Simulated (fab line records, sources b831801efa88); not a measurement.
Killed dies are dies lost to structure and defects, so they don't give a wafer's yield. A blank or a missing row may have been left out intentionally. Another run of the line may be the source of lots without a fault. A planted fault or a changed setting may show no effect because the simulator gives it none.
One fault through the eyes of 2 desks ; flow sky130 ; only its own numbers are on each desk; what lay behind them is given at the end

== METROLOGY DESK ==
Means of the sampled wafers that have a number, per lot and without regard to the tool the lot ran on: this is what the gauges read. The brackets show how far a lot's mean lies from the usual mean; more than 4 standard deviations puts the lot out of limits, marked OUT.
Columns: A = LDD_HVN_TW at SKY_LDD_HVN_TW_MEAS_10, usual 1448
lot;first seen here;A
L162;day 19 23:44;1449
L163;day 20 14:03;1446
L164;day 21 06:05;1448
L169;day 22 21:40;1454
L173;day 24 14:57;1458
L174;day 24 23:29;1445
L175;day 25 03:08;1441
L176;day 25 17:15;1440
L181;day 27 12:05;1450
L182;day 27 16:08;1450
L184;day 28 02:25;1445
L185;day 28 12:20;1443
This desk found nothing out of limits on any of the 12 lots.

== TOOL OWNER'S DESK, lithoTrack-04 ==
The tool's own readings at SKY_VT_ADJUST_LVTN_DEVELOP_17 (develop time 60 s): means of the sampled wafers that have a number, for each lot that ran on this tool. The brackets show how far a lot's mean lies from the usual mean; more than 4 standard deviations puts the lot out of limits, marked OUT.
Columns: A = developerTempC at SKY_VT_ADJUST_LVTN_DEVELOP_17, usual 23.00 C
lot;first seen here;A
L163;day 8 00:47;23.10
L164;day 8 08:10;22.99
L169;day 9 14:38;23.07
L173;day 10 17:50;23.01
L174;day 11 02:38;23.03
L175;day 11 07:58;22.97
L176;day 11 21:59;23.01
L181;day 13 02:38;21.99 (-11) OUT
L182;day 13 14:14;22.04 (-10) OUT
This desk's verdict: out of limits on L181, L182, starting with L181 at day 13 02:38 (developerTempC at SKY_VT_ADJUST_LVTN_DEVELOP_17). Within limits: L163, L164, L169, L173, L174, L175, L176.

== BROUGHT TOGETHER ==
At day 13 02:38, on L181, L182, the tool owner's desk was in a position to raise an alarm.
The metrology desk saw nothing out of limits.
The metrology desk holds a record of L181, L182, inside its limits.
Of the lots named, all ran SKY_VT_ADJUST_LVTN_DEVELOP_17 on lithoTrack-04.

== WHAT WAS PUT IN BY THE SIMULATOR ==
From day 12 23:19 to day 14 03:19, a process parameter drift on lithoTrack-04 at SKY_VT_ADJUST_LVTN_DEVELOP_17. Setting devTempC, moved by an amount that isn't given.
Struck lots among those shown: L181, L182.
Delay in hours, fault start to first out-of-limits reading, by desk: the tool owner's desk at 3.
